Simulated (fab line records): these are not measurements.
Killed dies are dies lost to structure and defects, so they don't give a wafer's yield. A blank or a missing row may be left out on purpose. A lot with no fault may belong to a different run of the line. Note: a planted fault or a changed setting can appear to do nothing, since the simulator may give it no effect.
fab line records    flow sky130
[record] lots = 14  wafers = 41  lastDay = 50
route steps=708 shown LDD_N@244 LDD_HVN@274 LDD_HVP@285 SPACER@306 POLY_CUT@318
lots untouched by any fault: they come from a run of this same line in which no faults occurred
startH: hours from the record's opening day to when the first of the lot's shown wafers began    waitH: hours elapsed since this lot's preceding step    " as in the row above    L1.1+2: a single row standing in for several wafers    - either no value or no given start    * or withheld: withheld    < > ~ a bound
route shown NAME@n: a module of which the file shows steps, and the number in the route of the first    usual: mean/standard deviation taken from wafers without a fault    same: alike in all rows    chamber/n: place in a boat    sites: the reading at each site    _std_site: the values' standard deviation    _edge_site: mean of outer sites minus mean of inner sites    radiusMm: for every site, how far away it sits from the centre of the wafer    mask NAME#n: copy n    behind: the tool/chamber that last shaped the wafer    hold: why the lot was held/for how many hours/how that ended    device: the transistor (n, p or np) that didn't switch    end of line: at the end of the route, the tests of the same wafers    step lacking rows: just its recipe    killed: not the wafer's yield, but the dies lost to structure and defects at the first sort    map: a wafer's dies, x killed, . not, _ none there
set.NAME: the setting the step ran with; set.NAME@STEP: the setting that earlier step ran with    model.NAME: the simulator's own value behind a step, which no gauge read
steps of the route over a sample of lots; a table a step, a row a wafer
services: the hour from which a tool's chamber was out of use, counted from the record's first day as startH (under 0 if before that day), plus the number of hours and why
[[steps]]
[step SKY_LDD_N_OVL_MEAS_07]
[usual] LDD_N_OVL = -1.5/1.8
lot.wafer  tool        chamber  startH  waitH  LDD_N_OVL[nm]
L653.1     overlay-01  -        396.40  0.1    -2.9
L653.3     "           -        "       "      -1.2
L653.6     "           -        "       "      -0.7
L654.1     overlay-01  -        399.60  0.1    -0.9
L654.3     "           -        "       "      -1.4
L654.5     "           -        "       "      -3.0
L656.1     overlay-02  -        418.75  0.1    0.2
L656.4     "           -        "       "      0.0
L656.5     "           -        "       "      3.0
L657.1     overlay-01  -        429.01  0.1    -3.0
L657.2     "           -        "       "      -3.0
L657.5     "           -        "       "      -2.1
L658.1     overlay-01  -        438.10  0.1    0.4
L658.3     "           -        "       "      1.9
L658.6     "           -        "       "      1.7
L660.2     overlay-02  -        459.56  0.1    3.1
L660.5     "           -        "       "      1.6
L660.6     "           -        "       "      0.5
L663.1     overlay-01  -        505.76  0.1    -0.6
L663.2     "           -        "       "      -1.3
L663.5     "           -        "       "      -0.9
L662.4     overlay-01  -        507.82  0.1    -2.9
L662.5     "           -        "       "      -2.3
L662.6     "           -        "       "      -0.8
L664.2     overlay-02  -        513.01  0.1    -0.7
L664.4     "           -        "       "      -0.9
L664.6     "           -        "       "      -1.4
L666.1     overlay-01  -        535.96  0.1    -0.9
L666.3     "           -        "       "      -3.7
L666.5     "           -        "       "      -2.9
L667.4     overlay-01  -        536.62  0.1    -2.8
L667.5     "           -        "       "      -2.0
L667.6     "           -        "       "      -1.1
L671.3     overlay-01  -        551.92  0.1    -4.4
L671.5     "           -        "       "      -2.5
L671.6     "           -        "       "      -1.5
L672.4     overlay-02  -        581.72  0.1    -0.3
L672.6     "           -        "       "      1.0
L675.1     overlay-01  -        594.11  0.1    -4.3
L675.3     "           -        "       "      -4.4
L675.5     "           -        "       "      -0.5
[step SKY_LDD_HVN_OVL_MEAS_07]
[usual] LDD_HVN_OVL = 0.1/1.4
lot.wafer  tool        chamber  startH  waitH  LDD_HVN_OVL[nm]
L653.1     overlay-01  -        457.50  0.1    1.1
L653.3     "           -        "       "      1.8
L653.6     "           -        "       "      -0.1
L654.1     overlay-01  -        459.60  0.1    -1.5
L654.3     "           -        "       "      -1.2
L654.5     "           -        "       "      -2.0
L656.1     overlay-02  -        480.01  0.1    -0.3
L656.4     "           -        "       "      -1.6
L656.5     "           -        "       "      -0.9
L657.1     overlay-02  -        490.67  0.1    0.4
L657.2     "           -        "       "      3.7
L657.5     "           -        "       "      1.2
L658.1     overlay-01  -        500.57  0.1    0.4
L658.3     "           -        "       "      -2.5
L658.6     "           -        "       "      1.7
L660.2     overlay-01  -        521.53  0.1    1.3
L660.5     "           -        "       "      0.8
L660.6     "           -        "       "      1.3
L663.1     overlay-02  -        567.46  0.1    0.3
L663.2     "           -        "       "      0.9
L663.5     "           -        "       "      1.3
L662.4     overlay-01  -        569.22  0.1    -1.4
L662.5     "           -        "       "      -2.6
L662.6     "           -        "       "      -3.5
L664.2     overlay-02  -        575.16  0.1    -0.4
L664.4     "           -        "       "      2.6
L664.6     "           -        "       "      0.7
L666.1     overlay-01  -        597.07  0.1    -1.1
L666.3     "           -        "       "      0.3
L666.5     "           -        "       "      1.0
L667.4     overlay-01  -        597.74  0.1    1.5
L667.5     "           -        "       "      1.4
L667.6     "           -        "       "      2.3
L671.3     overlay-01  -        612.26  0.1    -2.4
L671.5     "           -        "       "      -1.5
L671.6     "           -        "       "      -0.6
L672.4     overlay-01  -        640.29  0.1    0.8
L672.6     "           -        "       "      1.3
L675.1     overlay-01  -        652.76  0.1    -1.5
L675.3     "           -        "       "      -1.4
L675.5     "           -        "       "      -1.8
[step SKY_LDD_HVP_OVL_MEAS_07]
[usual] LDD_HVP_OVL = 0.8/1.3
lot.wafer  tool        chamber  startH  waitH  LDD_HVP_OVL[nm]
L653.1     overlay-02  -        488.76  0.1    1.7
L653.3     "           -        "       "      1.8
L653.6     "           -        "       "      1.5
L654.1     overlay-01  -        490.46  0.1    -0.5
L654.3     "           -        "       "      0.8
L654.5     "           -        "       "      -1.4
L656.1     overlay-02  -        510.46  0.1    1.2
L656.4     "           -        "       "      2.2
L656.5     "           -        "       "      0.5
L657.1     overlay-02  -        520.96  0.1    3.4
L657.2     "           -        "       "      2.5
L657.5     "           -        "       "      4.3
L658.1     overlay-02  -        530.56  0.1    0.6
L658.3     "           -        "       "      1.1
L658.6     "           -        "       "      2.2
L660.2     overlay-01  -        551.23  0.1    -0.3
L660.5     "           -        "       "      0.6
L660.6     "           -        "       "      -0.6
L663.1     overlay-02  -        597.65  0.1    2.4
L663.2     "           -        "       "      2.3
L663.5     "           -        "       "      -0.1
L662.4     overlay-02  -        599.17  0.1    0.2
L662.5     "           -        "       "      -0.1
L662.6     "           -        "       "      0.2
L664.2     overlay-01  -        604.93  0.1    1.3
L664.4     "           -        "       "      0.1
L664.6     "           -        "       "      0.3
L666.1     overlay-02  -        626.02  0.1    -0.5
L666.3     "           -        "       "      0.0
L666.5     "           -        "       "      1.8
L667.4     overlay-02  -        626.57  0.1    0.4
L667.5     "           -        "       "      -0.8
L667.6     "           -        "       "      -0.5
L671.3     overlay-01  -        640.93  0.1    1.1
L671.5     "           -        "       "      0.7
L671.6     "           -        "       "      0.9
L672.4     overlay-01  -        668.92  0.1    -0.7
L672.6     "           -        "       "      0.6
L675.1     overlay-01  -        681.22  0.1    4.0
L675.3     "           -        "       "      3.0
L675.5     "           -        "       "      2.1
[step SKY_SPACER_ETCHBACK_02]
[recipe] chemistry = CH3F/O2  target = Si3N4  stopOn = SiO2  sourceW = 400  biasW = 80  pressureMtorr = 25  ch3fFlowSccm = 40  O2_flow_sccm = 30  timeS = 46.7  targetDepthA = 450
[usual] drypumpMotorCurrentA = 5.8/0.49  oesProductAu = 0.858/0.0069  throttleValvePct = 10.563/0.0096
lot.wafer  tool        chamber  startH  waitH  drypumpMotorCurrentA  oesProductAu  rfHoursCounterH  throttleValvePct
L653.1     rieDiel-01  1        522.18  0.1    5.9                   0.849         8                10.571
L653.3     "           2        "       "      5.2                   0.857         9                10.564
L653.6     "           1        "       "      5.9                   0.853         -                10.549
L654.1     rieDiel-01  3        523.39  0.1    5.6                   0.858         3                10.567
L654.3     "           2        "       "      5.1                   0.863         9                10.566
L654.5     "           3        "       "      5.7                   0.864         -                10.572
L656.1     rieDiel-01  3        544.62  0.1    5.6                   0.860         3                10.580
L656.4     "           0        "       "      5.4                   0.858         3                10.550
L656.5     "           2        "       "      5.2                   0.863         -                10.578
L657.1     rieDiel-02  3        553.92  0.1    5.8                   0.865         31               10.569
L657.2     "           1        "       "      6.1                   0.857         5                10.562
L657.5     "           0        "       "      6.3                   0.865         -                10.576
L658.1     rieDiel-02  1        562.66  0.1    6.1                   0.855         5                10.564
L658.3     "           2        "       "      6.2                   0.860         68               10.554
L658.6     "           2        "       "      6.2                   0.861         -                10.570
L660.2     rieDiel-04  3        588.27  0.0    6.7                   0.845         9                10.560
L660.5     "           0        "       "      4.9                   0.847         -                10.568
L660.6     "           1        "       "      5.7                   0.857         -                10.579
L662.4     rieDiel-01  2        632.57  0.0    5.1                   0.855         12               10.567
L662.5     "           1        "       "      5.9                   0.862         -                10.562
L662.6     "           0        "       "      5.4                   0.862         -                10.563
L663.1     rieDiel-02  3        632.57  0.1    5.8                   0.861         33               10.574
L663.2     "           0        "       "      6.3                   0.865         64               10.556
L663.5     "           3        "       "      5.8                   0.859         -                10.565
L664.2     rieDiel-04  3        640.93  0.0    6.6                   0.887         10               10.576
L664.4     "           1        "       "      5.7                   0.861         5                10.587
L664.6     "           2        "       "      5.6                   0.879         -                10.564
L666.1     rieDiel-01  2        658.01  0.1    5.1                   0.849         12               10.553
L666.3     "           1        "       "      6.0                   0.862         10               10.556
L666.5     "           3        "       "      5.7                   0.853         -                10.560
L667.4     rieDiel-02  1        658.03  0.0    6.1                   0.872         -                10.545
L667.5     "           0        "       "      6.3                   0.858         -                10.576
L667.6     "           1        "       "      6.1                   0.857         -                10.547
L671.3     rieDiel-02  2        673.23  0.0    6.2                   0.860         0                10.562
L671.5     "           3        "       "      5.8                   0.863         -                10.565
L671.6     "           2        "       "      6.2                   0.863         -                10.561
L672.4     rieDiel-02  0        701.74  0.0    6.3                   0.850         0                10.550
L672.6     "           1        "       "      6.1                   0.862         -                10.554
L675.1     rieDiel-04  3        713.49  0.1    6.6                   0.854         12               10.566
L675.3     "           1        "       "      5.7                   0.850         6                10.567
L675.5     "           0        "       "      4.9                   0.854         -                10.561
[step SKY_POLY_CUT_ETCH_11]
[recipe] target = Si3N4  chemistry = CF4/CH2F2/Ar  stopOn = poly-Si  sourceW = 600  biasW = 150  pressureMtorr = 40  cf4FlowSccm = 40  ch2f2FlowSccm = 20  Ar_flow_sccm = 150  timeS = 42.5  targetDepthA = 600
[usual] drypumpMotorCurrentA = 5.7/0.45  oesProductAu = 0.830/0.0074  throttleValvePct = 14.993/0.0096
lot.wafer  tool        chamber  startH  waitH  drypumpMotorCurrentA  oesProductAu  rfHoursCounterH  throttleValvePct
L653.1     rieDiel-04  1        551.85  0.0    5.7                   0.837         4                15.000
L653.3     "           2        "       "      5.6                   0.829         12               15.018
L653.6     "           3        "       "      6.7                   0.832         -                15.010
L654.1     rieDiel-01  1        553.62  0.0    6.0                   0.839         8                14.999
L654.3     "           3        "       "      5.7                   0.834         4                14.996
L654.5     "           2        "       "      5.2                   0.844         -                15.011
L656.1     rieDiel-03  2        574.85  0.0    5.4                   0.840         33               14.998
L656.4     "           0        "       "      5.8                   0.829         8                15.004
L656.5     "           3        "       "      5.8                   0.828         -                14.990
L657.1     rieDiel-01  1        584.00  0.0    5.9                   0.828         9                14.994
L657.2     "           2        "       "      5.1                   0.833         11               14.991
L657.5     "           1        "       "      6.0                   0.836         -                14.994
L658.1     rieDiel-04  3        593.20  0.0    6.6                   0.834         9                14.995
L658.3     "           0        "       "      4.9                   0.827         5                14.978
L658.6     "           2        "       "      5.6                   0.826         -                14.993
L660.2     rieDiel-01  0        617.70  0.0    5.4                   0.830         4                14.997
L660.5     "           0        "       "      5.4                   0.830         -                15.000
L660.6     "           3        "       "      5.6                   0.834         -                14.985
L662.4     rieDiel-04  3        660.82  0.0    6.7                   0.828         -                14.984
L662.5     "           1        "       "      5.7                   0.825         -                14.999
L662.6     "           0        "       "      4.9                   0.827         -                14.991
L663.1     rieDiel-01  2        661.25  0.0    5.1                   0.825         13               14.994
L663.2     "           1        "       "      5.9                   0.817         10               14.993
L663.5     "           2        "       "      5.1                   0.831         -                14.989
L664.2     rieDiel-04  1        669.37  0.0    5.7                   0.818         5                14.985
L664.4     "           3        "       "      6.7                   0.822         11               15.004
L664.6     "           1        "       "      5.7                   0.837         -                14.994
L666.1     rieDiel-04  2        686.70  0.0    5.6                   0.811         14               14.987
L666.3     "           0        "       "      4.9                   0.819         7                15.004
L666.5     "           2        "       "      5.6                   0.808         -                14.977
L667.4     rieDiel-03  3        687.05  0.0    5.8                   0.836         3                14.992
L667.5     "           3        "       "      5.8                   0.832         -                14.985
L667.6     "           0        "       "      5.8                   0.825         -                14.986
L671.3     rieDiel-01  3        700.90  0.0    5.6                   0.836         8                14.999
L671.5     "           1        "       "      6.0                   0.768         -                14.997
L671.6     "           3        "       "      5.7                   0.757         -                14.984
L672.4     rieDiel-04  2        729.32  0.0    5.6                   0.834         15               14.979
L672.6     "           3        "       "      6.7                   0.777         -                14.975
L675.1     rieDiel-01  1        740.60  0.0    6.0                   0.836         13               14.997
L675.3     "           2        "       "      5.1                   0.827         14               15.003
L675.5     "           0        "       "      5.4                   0.838         -                14.991
[[services]]
tool        chamber  startH  hours  kind
rieDiel-03  3        505.00  23.4   repair
rieDiel-04  0        542.21  10.9   repair
rieDiel-02  2        629.45  20.4   repair
rieDiel-02  3        634.84  6.0    repair
rieDiel-01  0        635.23  5.8    repair
rieDiel-01  -        636.04  2.8    pm
rieDiel-04  1        642.08  8.2    repair
rieDiel-01  0        646.89  18.4   repair
rieDiel-02  2        649.90  -      clean
rieDiel-02  2        649.90  19.8   scheduledDown
rieDiel-02  2        649.90  19.8   ventCycle
rieDiel-02  3        650.54  15.5   repair
rieDiel-04  2        658.31  6.6    repair
rieDiel-02  0        669.70  -      clean
rieDiel-02  0        669.70  17.1   scheduledDown
rieDiel-02  0        669.70  17.1   ventCycle
rieDiel-01  2        686.71  35.9   repair
rieDiel-01  0        720.45  3.4    repair
rieDiel-03  -        735.82  14.6   pm
[[key]]
[firstSign] step = SKY_POLY_CUT_ETCH_11  reading = oesProductAu  direction = down  sigmas = 8.5  usual = 0.830  struck = 0.767
effect none on later readings
metAt SKY_SPACER_ETCHBACK_02
struckLots L671,L672
struckWafers L671.5,L671.6,L672.6
sortLeftOut L671.5,L671.6,L672.6
testerLeftOut L671,L672
notActingAt SKY_LDD_N_OVL_MEAS_07,SKY_LDD_HVN_OVL_MEAS_07,SKY_LDD_HVP_OVL_MEAS_07
onsetBetween 658.03 673.23
[fault] kind = processParameterDrift  tool = rieDiel-02  chamber = -  onsetH = 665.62  steps = SKY_SPACER_ETCHBACK_02  channel = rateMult  offset = 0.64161  shape = step  endH = 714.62  scope = struckWafersOnly
// testerLeftOut: of these lots the tester's yield and bins aren't shown, on N5 and GAA mostly nor the transistor test; their killed dies are dies lost to structure and defects alone, not to doping, threshold or leakage, so they don't give the yield
// sortLeftOut: the simulated sort isn't trusted on such a fault, so these wafers' sort isn't shown, and their yield isn't known
